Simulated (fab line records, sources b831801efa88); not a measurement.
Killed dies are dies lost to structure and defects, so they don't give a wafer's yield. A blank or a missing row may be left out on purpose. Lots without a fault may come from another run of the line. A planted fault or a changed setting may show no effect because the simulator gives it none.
fab line records | flow sfq_line
record lots=7 wafers=21 last_day=91
route steps=325 shown M2@92 I2@103 M3@118 I3@133 M8@325
lots that met no fault: from a run of the same line without faults
start_h: hours from the record's first day to the start of the lot's first wafer shown | wait_h: hours since the lot's step before | " the same as in the row above | L1.1+2: a row that stands for several wafers | - no value, or no start given | * or withheld: withheld | < > ~ a bound
route shown NAME@n: a module of which the file shows steps, and the number in the route of the first | usual: mean/standard deviation of fault-free wafers | same: alike in all rows | chamber/n: place in a boat | sites: the reading at each site | _std_site: their standard deviation | _edge_site: outer sites' mean less inner sites' | radius_mm: how far each site lies from the wafer's centre | mask NAME#n: copy n | behind: the tool/chamber that last shaped the wafer | hold: why the lot was held/for how many hours/how that ended | device: the transistor (n, p or np) that didn't switch | end of line: the same wafers' tests at the end of the route | a step without rows: its recipe alone | killed: dies lost to structure and defects at the first sort, not the wafer's yield | map: a wafer's dies, x killed, . not, _ none there
set.NAME: the setting as run; set.NAME@STEP: as run at that earlier step | model.NAME: the simulator's own value behind a step, which no gauge read
lots at some steps of the route; a table a step, a row a wafer
services: from which hour (start_h, from the record's first day; less than 0 if before it) a tool's chamber was out of use, for how many hours, and why
## steps
# step SFQ_TRILAYER_M2_LITHO_COAT_062
# recipe resist=BARC spin_rpm=3000 resist_thk_nm=62
# step SFQ_TRILAYER_M2_LITHO_COAT_057
# recipe resist=KrF spin_rpm=3000 resist_thk_nm=600
# step SFQ_TRILAYER_M2_LITHO_SOFTBAKE_061
# recipe temp_c=withheld time_s=withheld resist=KrF
# step SFQ_TRILAYER_M2_LITHO_EXPOSE_058
# recipe mask_id=M2 na=0.6 source_shape=conventional sigma_outer=0.65 target_cd_nm=500 dose_mj=14.4
# step SFQ_TRILAYER_M2_LITHO_PEB_060
# recipe peb_temp_c=115 peb_time_s=60 resist=KrF
# step SFQ_TRILAYER_M2_LITHO_DEVELOP_059
# recipe time_s=60 resist=KrF
# step SFQ_M2_OVL_MEAS_916
# usual M2_OVL=-4/6.1
# columns lot.wafer tool chamber start_h wait_h M2_OVL[nm]
L729.1 overlay-02 - 835.26 0.1 -2
L729.2 " - " " 3
L729.4 " - " " 0
L730.4 overlay-01 - 841.28 0.1 -2
L730.5 " - " " 2
L730.6 " - " " 0
L732.2 overlay-01 - 875.83 0.1 -8
L732.3 " - " " -5
L732.6 " - " " -4
L733.1 overlay-01 - 880.43 0.1 -1
L733.2 " - " " -5
L733.4 " - " " -5
L734.1 overlay-01 - 884.03 0.1 -15
L734.2 " - " " -12
L734.3 " - " " -17
L744.2 overlay-02 - 1023.89 0.1 -10
L744.3 " - " " -2
L744.4 " - " " -6
L746.2 overlay-01 - 1047.89 0.1 -14
L746.3 " - " " -14
L746.4 " - " " -7
# step SFQ_TRILAYER_M2_BARC_OPEN_METAL_ETCH_077
# recipe mask_material=PR chemistry=O2 target_depth_nm=125 target=BARC icp_w=600 bias_w=80 pressure_mtorr=10 time_s=41.7
# step SFQ_TRILAYER_M2_ETCH_METAL_ETCH_060
# recipe target=Nb stop_on=SiO2 mask_material=PR chemistry=Cl2/Ar target_depth_nm=240 icp_w=600 bias_w=80 pressure_mtorr=10 time_s=120
# step SFQ_TRILAYER_M2_STRIP_STRIP_061
# recipe gas=O2 power_w=200 platen_temp_c=40 overash_fraction=0.65 chemistry=O2 pressure_mtorr=50
# step SFQ_TRILAYER_M2_STRIP_SOLV_CLEAN_062
# recipe chemistry=NMP temp_c=70 time_s=600
# step SFQ_TRILAYER_I2_DEP_PECVD_063
# recipe material=SiO2 temp_c=150 time_s=111.11 pressure_torr=2.4 rf_w=183.3 precursor=SiH4/N2O target_thk_nm=500
# step SFQ_TRILAYER_I2_CMP_CMP_064
# recipe material=SiO2 down_force_psi=3 platen_rpm=60 pad_velocity_m_s=0.94248
# usual motor_current_A=9.8/0.86 time_to_endpoint_s=216/7
# columns lot.wafer tool chamber start_h wait_h motor_current_A time_to_endpoint_s model.SiO2_of_TRILAYER_I2_DEP_PECVD_063.thk_nm
L729.4 cmp-02 2 836.33 0.0 9.5 216 201.8
L729.2 " 3 " " 10.9 221 201.3
L729.1 " 0 " " 10.0 217 201.2
L730.4 cmp-02 0 842.33 0.0 10.2 208 199.4
L730.6 " 0 844.33 2.0 10.2 215 199.3
L730.5 " 1 " " 10.3 209 199.4
L732.3 cmp-02 2 877.08 0.0 9.7 218 200.8
L732.2 " 3 " " 11.3 284 308.6
L732.6 " 3 879.58 2.5 10.6 277 305.7
L733.1 cmp-02 1 881.68 0.0 10.0 214 200.2
L733.2 " 2 " " 9.5 277 304.6
L733.4 " 3 " " 11.1 220 201.5
L734.1 cmp-02 1 885.78 0.5 10.4 213 200
L734.2 " 2 " " 10.2 267 301.2
L734.3 " 3 " " 10.8 210 200.3
L744.3 cmp-01 1 1025.74 0.0 8.8 222 201.7
L744.2 " 2 " " 10.1 217 201.4
L744.4 " 0 1027.24 1.5 8.2 225 200.3
L746.3 cmp-02 0 1048.96 0.0 10.4 195 198.8
L746.2 " 1 " " 10.4 205 198.1
L746.4 " 3 1050.46 1.5 11.5 211 197.9
# step SFQ_I2_BOW_MEAS_917
# recipe mode=bow
# usual I2_BOW=3/8.4
# columns lot.wafer tool chamber start_h wait_h I2_BOW[um]
L729.1 film_metro-01 - 839.33 1.5 7
L729.2 " - " " 9
L729.4 " - " " 0
L730.4 film_metro-01 - 845.39 2.6 -3
L730.5 " - " " 3
L730.6 " - " " 7
L732.2 film_metro-04 - 880.10 2.0 -12
L732.3 " - " " -12
L732.6 " - " " -7
L733.1 film_metro-04 - 884.68 2.5 3
L733.2 " - " " 6
L733.4 " - " " 4
L734.1 film_metro-02 - 888.28 2.0 7
L734.2 " - " " 7
L734.3 " - " " 15
L744.2 film_metro-01 - 1028.76 2.0 18
L744.3 " - " " -3
L744.4 " - " " -5
L746.2 film_metro-01 - 1051.98 2.0 1
L746.3 " - " " -1
L746.4 " - " " 9
# step SFQ_TRILAYER_I2_METRO_MEASURE_065
# usual thk_nm=200.0/0.98
# columns lot.wafer tool chamber start_h wait_h thk_nm
L729.1 film_metro-01 - 839.45 0.1 201.4
L729.2 " - " " 201.3
L729.4 " - " " 201.7
L730.4 film_metro-01 - 846.05 0.6 199.4
L730.5 " - " " 199.3
L730.6 " - " " 199.5
L732.2 film_metro-04 - 880.40 0.3 308.6
L732.3 " - " " 201.0
L732.6 " - " " 305.6
L733.1 film_metro-04 - 884.80 0.1 200.2
L733.2 " - " " 304.6
L733.4 " - " " 201.4
L734.1 film_metro-02 - 888.40 0.1 200.0
L734.2 " - " " 301.3
L734.3 " - " " 200.3
L744.2 film_metro-01 - 1029.06 0.3 201.4
L744.3 " - " " 202.0
L744.4 " - " " 200.3
L746.2 film_metro-01 - 1052.28 0.3 198.1
L746.3 " - " " 198.7
L746.4 " - " " 198.0
# step SFQ_TRILAYER_I2_VIA_LITHO_COAT_072
# recipe resist=BARC spin_rpm=3000 resist_thk_nm=62
# step SFQ_TRILAYER_I2_VIA_LITHO_COAT_067
# recipe resist=KrF spin_rpm=3000 resist_thk_nm=650
# step SFQ_TRILAYER_I2_VIA_LITHO_SOFTBAKE_071
# recipe temp_c=withheld time_s=withheld resist=KrF
# step SFQ_TRILAYER_I2_VIA_LITHO_EXPOSE_068
# recipe mask_id=I2 na=0.6 source_shape=conventional sigma_outer=0.65 target_cd_nm=500 dose_mj=21.3
# step SFQ_TRILAYER_I2_VIA_LITHO_PEB_070
# recipe peb_temp_c=115 peb_time_s=60 resist=KrF
# step SFQ_TRILAYER_I2_VIA_LITHO_DEVELOP_069
# recipe time_s=60 resist=KrF
# step SFQ_I2_OVL_MEAS_918
# usual I2_OVL=-2/5.1
# columns lot.wafer tool chamber start_h wait_h I2_OVL[nm]
L729.1 overlay-01 - 989.48 0.1 -12
L729.2 " - " " -13
L729.4 " - " " -18
L730.4 overlay-02 - 995.50 0.1 0
L730.5 " - " " 3
L730.6 " - " " 0
L732.2 overlay-02 - 1031.09 0.1 -1
L732.3 " - " " 2
L732.6 " - " " -2
L733.1 overlay-02 - 1035.88 0.1 -3
L733.2 " - " " -3
L733.4 " - " " -2
L734.1 overlay-01 - 1039.48 0.1 -5
L734.2 " - " " -6
L734.3 " - " " -7
L744.2 overlay-02 - 1180.28 0.1 0
L744.3 " - " " -8
L744.4 " - " " -4
L746.2 overlay-02 - 1204.51 0.1 -5
L746.3 " - " " -6
L746.4 " - " " -2
# step SFQ_TRILAYER_I2_VIA_BARC_OPEN_VIA_ETCH_096
# recipe mask_material=PR chemistry=O2 target_depth_nm=125 target=BARC source_w=500 bias_w=80 pressure_mtorr=30 time_s=41.7
# usual drypump_motor_current_A=5.7/0.41 oes_product_au=0.685/0.0052
# columns lot.wafer tool chamber start_h wait_h drypump_motor_current_A oes_product_au rf_hours_counter_h
L729.1 rie_diel-02 3 989.52 0.0 6.2 0.680 2
L729.2 " 2 " " 5.9 0.684 11
L729.4 " 1 " " 5.2 0.685 6
L730.4 rie_diel-03 2 995.52 0.0 4.7 0.684 7
L730.5 " 1 " " 5.6 0.682 -
L730.6 " 0 " " 5.6 0.688 -
L732.2 rie_diel-04 0 1031.12 0.0 5.5 0.695 20
L732.3 " 2 " " 5.5 0.683 5
L732.6 " 0 " " 5.5 0.686 -
L733.1 rie_diel-02 0 1035.92 0.0 5.9 0.688 10
L733.2 " 2 " " 5.9 0.684 11
L733.4 " 1 " " 5.2 0.680 6
L734.1 rie_diel-04 1 1039.52 0.0 6.1 0.678 8
L734.2 " 0 " " 5.5 0.687 20
L734.3 " 3 " " 5.9 0.679 13
L744.2 rie_diel-02 1 1180.31 0.0 5.2 0.680 8
L744.3 " 0 " " 6.0 0.686 13
L744.4 " 2 " " 5.9 0.686 13
L746.2 rie_diel-03 0 1204.54 0.0 5.6 0.682 10
L746.3 " 2 " " 4.7 0.681 11
L746.4 " 1 " " 5.6 0.692 3
# step SFQ_TRILAYER_I2_VIA_ETCH_VIA_ETCH_070
# recipe target=SiO2 stop_on=Nb mask_material=PR taper_deg=20 chemistry=CHF3 target_depth_nm=260 source_w=500 bias_w=80 pressure_mtorr=30 time_s=withheld
# usual drypump_motor_current_A=5.7/0.41 oes_product_au=0.855/0.0052
# columns lot.wafer tool chamber start_h wait_h drypump_motor_current_A oes_product_au model.I2.feature_depth_nm model.etch.depth_nm
L729.1 rie_diel-02 3 989.56 0.0 6.2 0.858 201.2 201.2
L729.2 " 2 " " 5.9 0.858 201.3 201.3
L729.4 " 1 " " 5.2 0.860 201.8 201.8
L730.4 rie_diel-03 2 995.56 0.0 4.7 0.846 199.4 199.4
L730.5 " 1 " " 5.6 0.855 199.4 199.4
L730.6 " 0 " " 5.6 0.854 199.3 199.3
L732.2 rie_diel-04 0 1031.16 0.0 5.5 1.000 259.6 259.6
L732.3 " 2 " " 5.5 0.850 200.8 200.8
L732.6 " 0 " " 5.5 0.988 258.7 258.7
L733.1 rie_diel-02 0 1035.96 0.0 6.0 0.848 200.2 200.2
L733.2 " 2 " " 5.9 0.997 260.3 260.3
L733.4 " 1 " " 5.2 0.861 201.5 201.5
L734.1 rie_diel-04 1 1039.56 0.0 6.2 0.857 200 200
L734.2 " 0 " " 5.4 0.996 255.2 255.2
L734.3 " 3 " " 5.9 0.857 200.3 200.3
L744.2 rie_diel-02 1 1180.35 0.0 5.1 0.857 201.4 201.4
L744.3 " 0 " " 6.0 0.859 201.7 201.7
L744.4 " 2 " " 5.9 0.852 200.3 200.3
L746.2 rie_diel-03 0 1204.58 0.0 5.6 0.845 198.1 198.1
L746.3 " 2 " " 4.7 0.848 198.8 198.8
L746.4 " 1 " " 5.6 0.848 197.9 197.9
# step SFQ_TRILAYER_I2_VIA_STRIP_STRIP_071
# recipe gas=O2 power_w=200 platen_temp_c=40 overash_fraction=0.65 chemistry=O2 pressure_mtorr=50
# usual drypump_motor_current_A=6.3/0.33 oes_product_au=1.000/0.0075 platen_temp_c=40.00/0.11
# columns lot.wafer tool chamber start_h wait_h drypump_motor_current_A oes_product_au platen_temp_c rf_hours_counter_h
L729.1 rie_metal-02 1 989.67 - 5.6 0.998 40.00 72
L729.2 " 0 " " 6.1 0.996 40.18 129
L729.4 " 0 " " 6.1 0.993 40.09 -
L730.4 rie_metal-04 0 995.87 - 6.4 1.006 40.07 -
L730.5 " 0 " " 6.4 1.023 40.18 -
L730.6 " 1 " " 6.6 1.004 39.85 -
L732.2 rie_metal-04 1 1031.27 - 6.6 0.994 40.06 74
L732.3 " 0 " " 6.5 1.005 39.82 -
L732.6 " 0 " " 6.5 0.995 40.02 -
L733.1 rie_metal-04 1 1036.07 - 6.6 0.998 39.95 75
L733.2 " 0 " " 6.5 1.002 39.95 71
L733.4 " 0 " " 6.5 1.010 40.01 -
L734.1 rie_metal-03 0 1039.67 - 6.4 0.999 40.22 125
L734.2 " 1 " " 6.0 1.014 39.96 111
L734.3 " 1 " " 6.1 1.012 39.95 -
L744.2 rie_metal-03 1 1180.47 - 6.1 1.004 39.80 4
L744.3 " 1 " " 6.1 1.005 39.78 -
L744.4 " 0 " " 6.4 0.999 39.85 -
L746.2 rie_metal-04 0 1204.69 - 6.5 1.004 40.17 94
L746.3 " 0 " " 6.4 0.998 40.00 -
L746.4 " 1 " " 6.6 0.992 40.10 -
# step SFQ_TRILAYER_I2_VIA_STRIP_SOLV_CLEAN_072
# recipe chemistry=NMP temp_c=70 time_s=600
# step SFQ_TRILAYER_M3_DEP_PRE_CLEAN_074
# recipe gas=Ar time_s=22.5 bias_v=250
# columns lot.wafer tool chamber start_h wait_h model.SiO2_of_TRILAYER_I2_DEP_PECVD_063.thk_nm
L729.1 pvd_sputter-06 - 990.45 0.0 193.7
L729.2 " - " " 193.8
L729.4 " - " " 194.3
L730.4+5 pvd_sputter-04 - 996.45 0.0 191.9
L730.6 " - " " 191.8
L732.2 pvd_sputter-06 - 1032.05 0.0 301.1
L732.3 " - " " 193.3
L732.6 " - " " 298.2
L733.1 pvd_sputter-04 - 1036.85 0.0 192.7
L733.2 " - " " 297.1
L733.4 " - " " 194
L734.1 pvd_sputter-03 - 1040.45 0.0 192.5
L734.2 " - " " 293.7
L734.3 " - " " 192.8
L744.2 pvd_sputter-03 - 1181.24 0.0 193.9
L744.3 " - " " 194.2
L744.4 " - " " 192.8
L746.2 pvd_sputter-03 - 1205.47 0.0 190.6
L746.3 " - " " 191.3
L746.4 " - " " 190.4
# step SFQ_TRILAYER_M3_DEP_SPUTTER_073
# recipe material=Nb base_pressure_pa=1.33e-06 chamber_pressure_pa=0.1333 substrate_temp_c=20 resputter_cathode_voltage_v=400 target_thk_nm=200 power_w=2000 time_s=133.3
# usual throttle_valve_pct=30.4/0.92
# columns lot.wafer tool chamber start_h wait_h throttle_valve_pct
L729.1 pvd_sputter-06 - 990.48 0.0 30.4
L729.2 " - " " 30.3
L729.4 " - " " 29.2
L730.4 pvd_sputter-04 - 996.48 0.0 30.4
L730.5 " - " " 31.3
L730.6 " - " " 29.3
L732.2 pvd_sputter-06 - 1032.08 0.0 30.6
L732.3 " - " " 30.3
L732.6 " - " " 29.2
L733.1 pvd_sputter-04 - 1036.88 0.0 31.5
L733.2 " - " " 30.7
L733.4 " - " " 31.5
L734.1 pvd_sputter-03 - 1040.48 0.0 29.1
L734.2 " - " " 31.5
L734.3 " - " " 31.9
L744.2 pvd_sputter-03 - 1181.27 0.0 29.3
L744.3 " - " " 30.0
L744.4 " - " " 31.4
L746.2 pvd_sputter-03 - 1205.49 0.0 31.6
L746.3 " - " " 31.8
L746.4 " - " " 29.3
# step SFQ_M3_RS_MEAS_919
# recipe thk_meas_gauge=four-point-probe reads=Nb_of_TRILAYER_M3_DEP_SPUTTER_073
# usual M3_NB_RS=0.889/0.0073
# columns lot.wafer tool chamber start_h wait_h M3_NB_RS[ohm/sq]
L729.1 film_metro-03 - 990.57 0.0 0.893
L729.2 " - " " 0.886
L729.4 " - " " 0.891
L730.4 film_metro-03 - 996.63 0.1 0.893
L730.5 " - " " 0.881
L730.6 " - " " 0.896
L732.2 film_metro-02 - 1032.19 0.1 0.890
L732.3 " - " " 0.897
L732.6 " - " " 0.893
L733.1 film_metro-03 - 1036.97 0.0 0.879
L733.2 " - " " 0.892
L733.4 " - " " 0.897
L734.1 film_metro-03 - 1040.57 0.0 0.883
L734.2 " - " " 0.886
L734.3 " - " " 0.891
L744.2 film_metro-03 - 1181.38 0.1 0.901
L744.3 " - " " 0.896
L744.4 " - " " 0.906
L746.2 film_metro-01 - 1205.61 0.1 0.884
L746.3 " - " " 0.890
L746.4 " - " " 0.881
# step SFQ_TRILAYER_M3_LITHO_COAT_080
# recipe resist=BARC spin_rpm=3000 resist_thk_nm=62
# step SFQ_TRILAYER_M3_LITHO_COAT_075
# recipe resist=KrF spin_rpm=3000 resist_thk_nm=600
# step SFQ_TRILAYER_M3_LITHO_SOFTBAKE_079
# recipe temp_c=withheld time_s=withheld resist=KrF
# step SFQ_TRILAYER_M3_LITHO_EXPOSE_076
# recipe mask_id=M3 na=0.6 source_shape=conventional sigma_outer=0.65 target_cd_nm=500 dose_mj=14.4
# step SFQ_TRILAYER_M3_LITHO_PEB_078
# recipe peb_temp_c=115 peb_time_s=60 resist=KrF
# step SFQ_TRILAYER_M3_LITHO_DEVELOP_077
# recipe time_s=60 resist=KrF
# step SFQ_M3_OVL_MEAS_921
# usual M3_OVL=2/5.3
# columns lot.wafer tool chamber start_h wait_h M3_OVL[nm]
L729.1 overlay-02 - 1141.61 0.1 -3
L729.2 " - " " 5
L729.4 " - " " 7
L730.4 overlay-02 - 1146.43 0.1 3
L730.5 " - " " 9
L730.6 " - " " 8
L732.2 overlay-01 - 1182.68 0.1 4
L732.3 " - " " 2
L732.6 " - " " 2
L733.1 overlay-02 - 1188.90 0.1 7
L733.2 " - " " 3
L733.4 " - " " -8
L734.1 overlay-01 - 1192.50 0.1 -5
L734.2 " - " " -1
L734.3 " - " " -15
L744.2 overlay-02 - 1325.70 0.1 -3
L744.3 " - " " 5
L744.4 " - " " 4
L746.2 overlay-02 - 1347.75 0.1 -1
L746.3 " - " " -2
L746.4 " - " " 3
# step SFQ_TRILAYER_M3_BARC_OPEN_METAL_ETCH_100
# recipe mask_material=PR chemistry=O2 target_depth_nm=125 target=BARC icp_w=600 bias_w=80 pressure_mtorr=10 time_s=41.7
# step SFQ_TRILAYER_M3_ETCH_METAL_ETCH_078
# recipe target=Nb stop_on=SiO2 mask_material=PR chemistry=Cl2/Ar target_depth_nm=240 icp_w=600 bias_w=80 pressure_mtorr=10 time_s=120
# usual drypump_motor_current_A=6.0/0.45 oes_product_au=0.894/0.0067
# columns lot.wafer tool chamber start_h wait_h drypump_motor_current_A oes_product_au rf_hours_counter_h
L729.1 rie_metal-01 1 1141.71 0.0 5.6 0.894 13
L729.2 " 0 " " 5.4 0.895 85
L729.4 " 1 " " 5.6 0.886 -
L730.4 rie_metal-01 1 1146.55 0.1 5.6 0.896 -
L730.5 " 0 " " 5.3 0.892 -
L730.6 " 1 " " 5.6 0.890 -
L732.2 rie_metal-04 1 1182.77 0.0 6.6 0.890 94
L732.3 " 1 " " 6.5 0.888 -
L732.6 " 1 " " 6.6 0.884 -
L733.1 rie_metal-02 1 1189.00 0.0 5.6 0.905 95
L733.2 " 0 " " 6.1 0.893 16
L733.4 " 1 " " 5.6 0.898 -
L734.1 rie_metal-01 1 1192.60 0.0 5.6 0.894 20
L734.2 " 0 " " 5.4 0.899 92
L734.3 " 0 " " 5.4 0.886 -
L744.2 rie_metal-04 1 1325.79 0.0 6.6 0.888 112
L744.3 " 1 " " 6.6 0.880 -
L744.4 " 0 " " 6.5 0.881 -
L746.2 rie_metal-04 1 1347.84 0.0 6.6 0.901 115
L746.3 " 1 " " 6.6 0.896 -
L746.4 " 0 " " 6.5 0.902 -
# step SFQ_TRILAYER_M3_STRIP_STRIP_079
# recipe gas=O2 power_w=200 platen_temp_c=40 overash_fraction=0.65 chemistry=O2 pressure_mtorr=50
# usual drypump_motor_current_A=6.0/0.45 oes_product_au=0.997/0.0073 platen_temp_c=39.99/0.12
# columns lot.wafer tool chamber start_h wait_h drypump_motor_current_A oes_product_au platen_temp_c rf_hours_counter_h
L729.1 rie_metal-01 1 1141.83 0.1 5.6 1.002 39.99 13
L729.2 " 0 " " 5.4 0.990 39.90 85
L729.4 " 1 " " 5.6 1.003 40.08 -
L730.4 rie_metal-01 1 1146.83 0.2 5.6 1.003 39.89 -
L730.5 " 0 " " 5.4 0.992 40.04 -
L730.6 " 1 " " 5.6 0.984 40.01 -
L732.2 rie_metal-04 1 1182.90 0.1 6.7 1.001 40.17 94
L732.3 " 1 " " 6.6 0.998 40.15 -
L732.6 " 1 " " 6.7 1.002 40.16 -
L733.1 rie_metal-02 1 1189.12 0.1 5.6 1.013 39.88 95
L733.2 " 0 " " 6.1 1.009 39.89 16
L733.4 " 1 " " 5.6 1.011 39.90 -
L734.1 rie_metal-01 1 1192.72 0.1 5.6 0.998 40.08 21
L734.2 " 0 " " 5.4 0.993 39.98 92
L734.3 " 0 " " 5.4 0.986 40.17 -
L744.2 rie_metal-04 1 1325.92 0.1 6.6 0.990 40.27 112
L744.3 " 1 " " 6.6 1.002 40.02 -
L744.4 " 0 " " 6.5 1.007 40.08 -
L746.2 rie_metal-04 1 1347.96 0.1 6.7 0.999 39.99 115
L746.3 " 1 " " 6.6 1.001 39.95 -
L746.4 " 0 " " 6.4 1.004 40.18 -
# step SFQ_TRILAYER_M3_STRIP_SOLV_CLEAN_080
# recipe chemistry=NMP temp_c=70 time_s=600
# step SFQ_TRILAYER_I3_DEP_PECVD_081
# recipe material=SiO2 temp_c=150 time_s=111.11 pressure_torr=2.4 rf_w=183.3 precursor=SiH4/N2O target_thk_nm=500
# step SFQ_M8_BOW_MEAS_951
# recipe mode=bow
# usual M8_BOW=9/9.5
# columns lot.wafer tool chamber start_h wait_h M8_BOW[um] model.etest.i2.link_ohm
L729.1 film_metro-02 - 2016.10 0.0 12 1.99
L729.2 " - " " 13 1.992
L729.4 " - " " 5 1.992
L730.4 film_metro-04 - 2108.26 0.1 2 1.969
L730.5 " - " " 8 1.958
L730.6 " - " " 10 1.981
L732.2 film_metro-02 - 2128.63 0.0 -12 1e+06
L732.3 " - " " -12 1.966
L732.6 " - " " -6 1e+06
L733.1 film_metro-01 - 2129.80 0.0 9 1.95
L733.2 " - " " 13 1e+06
L733.4 " - " " 11 1.972
L734.1 film_metro-04 - 2132.20 0.0 3 1.963
L734.2 " - " " 4 1e+06
L734.3 " - " " 10 1.975
L744.2 film_metro-01 - 2177.53 0.0 20 1.985
L744.3 " - " " 0 1.98
L744.4 " - " " -2 1.991
L746.2 film_metro-02 - 2180.96 0.0 4 1.962
L746.3 " - " " 2 1.964
L746.4 " - " " 12 1.97
## services
# columns tool chamber start_h hours kind
rie_diel-02 0 814.74 10.0 repair
rie_metal-04 - 816.54 2.8 pm
rie_metal-01 1 823.59 1.6 repair
rie_metal-04 1 845.56 5.6 repair
cmp-02 - 848.38 1.2 repair
pvd_sputter-03 - 852.75 3.6 repair
rie_metal-01 1 856.89 16.7 repair
rie_diel-02 0 881.29 5.5 repair
cmp-02 - 925.01 2.5 repair
cmp-02 - 927.47 4.0 pm
cmp-02 - 965.83 2.3 repair
pvd_sputter-03 - 972.71 2.1 repair
rie_metal-04 - 975.71 0.4 repair
cmp-02 - 983.16 11.4 pm
cmp-02 - 1010.37 0.5 repair
cmp-02 - 1063.69 5.4 pm
cmp-02 - 1090.92 1.8 repair
rie_diel-02 1 1098.04 6.2 repair
cmp-02 - 1110.06 2.0 repair
rie_diel-02 3 1115.20 6.7 repair
rie_diel-02 - 1138.16 2.8 pm
rie_metal-01 - 1163.95 0.2 repair
rie_metal-04 - 1228.26 9.1 repair
rie_metal-04 1 1242.20 11.4 repair
## key
first_sign step=SFQ_TRILAYER_I2_CMP_CMP_064 reading=time_to_endpoint_s direction=up sigmas=8.5 usual=* struck=*
effect step=SFQ_TRILAYER_I2_METRO_MEASURE_065 reading=thk_nm direction=up sigmas=99+ usual=200.0 struck=305.0
effect step=SFQ_TRILAYER_I2_VIA_ETCH_VIA_ETCH_070 reading=oes_product_au direction=up sigmas=27 usual=0.855 struck=0.995
model_effect step=SFQ_TRILAYER_I2_CMP_CMP_064 value=SiO2_of_TRILAYER_I2_DEP_PECVD_063.thk_nm without=201.2 struck=305
model_effect step=SFQ_TRILAYER_I2_VIA_ETCH_VIA_ETCH_070 value=I2.feature_depth_nm without=201.2 struck=258.4
model_effect step=SFQ_TRILAYER_M3_DEP_PRE_CLEAN_074 value=SiO2_of_TRILAYER_I2_DEP_PECVD_063.thk_nm without=193.7 struck=297.5
model_effect step=SFQ_M8_BOW_MEAS_951 value=etest.i2.link_ohm without=1.961 struck=1e+06
met_at SFQ_TRILAYER_I2_CMP_CMP_064
struck_wafers L732.2,L732.6,L733.2,L734.2
fault kind=process_parameter_drift tool=cmp-02 chamber=- onset_h=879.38 steps=SFQ_TRILAYER_I2_CMP_CMP_064 channel=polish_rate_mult offset=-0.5 shape=step end_h=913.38 scope=struck_wafers_only
